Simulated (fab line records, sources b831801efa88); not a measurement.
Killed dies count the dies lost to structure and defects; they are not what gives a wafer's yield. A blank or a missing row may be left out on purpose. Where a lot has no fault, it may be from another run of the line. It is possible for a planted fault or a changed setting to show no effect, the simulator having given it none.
Lot-split experiment | flow gf180mcu | 23 wafers read across 5 lots, on a route 602 steps long

== THE SPLIT ITSELF ==
At GF_DNWELL_COAT_02 (resist thk 3000 nm), the setting spin_rpm was moved away from the recipe's 2000 rpm on 9 of the 23 wafers read, by -2.2% to +7.5%. For the rest of the wafers, this setting stayed at what the recipe calls for.

The reading is taken at the split's own step.

== THE READING ==
coat_of_DNWELL_COAT_02.thk_nm (the simulator's own value, which no gauge read), in nm, at GF_DNWELL_COAT_02 (resist thk 3000 nm). There is no usual value for it anywhere in the file. Here, 14 wafers ran the recipe; their average is 3000 nm with a standard deviation of 8.5 nm.

wafer  | tool, chamber at the split | spin_rpm as run, rpm | against the recipe | coat_of_DNWELL_COAT_02.thk_nm, nm | against lot-mates on the recipe
L075.2 | litho_track-01, 0          | 2150                 | +7.5%              | 2905                              | -108
L075.3 | litho_track-01, 0          | 2000                 | recipe             | 3016                              | -
L075.4 | litho_track-01, 0          | 2150                 | +7.5%              | 2916                              | -96
L075.5 | litho_track-01, 0          | 2150                 | +7.5%              | 2906                              | -106
L075.6 | litho_track-01, 0          | 2000                 | recipe             | 3009                              | -
L077.1 | litho_track-03, 0          | 2133                 | +6.7%              | 2910                              | -98
L077.2 | litho_track-03, 0          | 2133                 | +6.7%              | 2922                              | -86
L077.4 | litho_track-03, 0          | 2133                 | +6.7%              | 2917                              | -90
L077.5 | litho_track-03, 0          | 2000                 | recipe             | 3011                              | -
L077.6 | litho_track-03, 0          | 2000                 | recipe             | 3004                              | -
L080.2 | litho_track-01, 0          | 2000                 | recipe             | 2996                              | -
L080.3 | litho_track-01, 0          | 2000                 | recipe             | 3000                              | -
L080.6 | litho_track-01, 0          | 2000                 | recipe             | 2992                              | -
L084.1 | litho_track-04, 0          | 1956                 | -2.2%              | 3036                              | +30
L084.6 | litho_track-04, 0          | 1956                 | -2.2%              | 3036                              | +30
L084.2 | litho_track-04, 0          | 1956                 | -2.2%              | 3040                              | +34
L084.3 | litho_track-04, 0          | 2000                 | recipe             | 3001                              | -
L084.5 | litho_track-04, 0          | 2000                 | recipe             | 3010                              | -
L085.1 | litho_track-04, 0          | 2000                 | recipe             | 2986                              | -
L085.2 | litho_track-04, 0          | 2000                 | recipe             | 2996                              | -
L085.4 | litho_track-04, 0          | 2000                 | recipe             | 2996                              | -
L085.3 | litho_track-04, 0          | 2000                 | recipe             | 2993                              | -
L085.5 | litho_track-04, 0          | 2000                 | recipe             | 2991                              | -

FIT RESULTS
A straight line over all 23 wafers: coat_of_DNWELL_COAT_02.thk_nm changes by -12.8 nm for each +1% of spin_rpm; r = -0.98; the points scatter about the line by 8.2 nm.
The same after taking each lot's own level away (the mean of its wafers on the recipe; 23 wafers): -13.8 nm for each +1%; r = -1.00; scatter 4.1 nm.
The reading moves by 1e+02 nm for the largest change in spin_rpm, on that fit.
The span of the lots' own levels, 2992.4 to 3012.5 nm, comes to 2.4 times the standard deviation stated above.
The two slopes are in agreement: the lot-to-lot level therefore moves the slope only a little.
Check: with one of the wafers moved furthest among these (+7.5%) left out of the fit, the line predicts -103 nm for it against its lot-mates. Against them it came out at -108 nm.

== OTHER SPLITS ON THESE WAFERS ==
Before the reading, these wafers also passed through other splits. Each is held against what the fit with the lots' levels taken away leaves over:
other split on the same wafers | wafers away from the commonest value | r with coat_of_DNWELL_COAT_02.thk_nm (lot level and that fit taken away)
GF_STI_CVD_03 temp_c           | 10                                   | -0.01
GF_STI_PEB_10 peb_temp_c       | 4                                    | +0.11

== THE WHOLE CHAIN: every reading that the file lists as answering this split, in the file's order ==
step               | what it does       | reading                                                                        | change (the file's fit)              | r (the file's)
GF_DNWELL_COAT_02  | resist thk 3000 nm | coat_of_DNWELL_COAT_02.thk_nm (the simulator's own value, which no gauge read) | -13.8 nm for each +1% of the setting | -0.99
GF_DNWELL_STRIP_08 | strips in O2/N2    | strip_time_to_endpoint_s                                                       | withheld for each +1% of the setting | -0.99

== THE FILE'S OWN FIT ==
coat_of_DNWELL_COAT_02.thk_nm changes by -13.8 nm for each +1% of spin_rpm, r = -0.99.
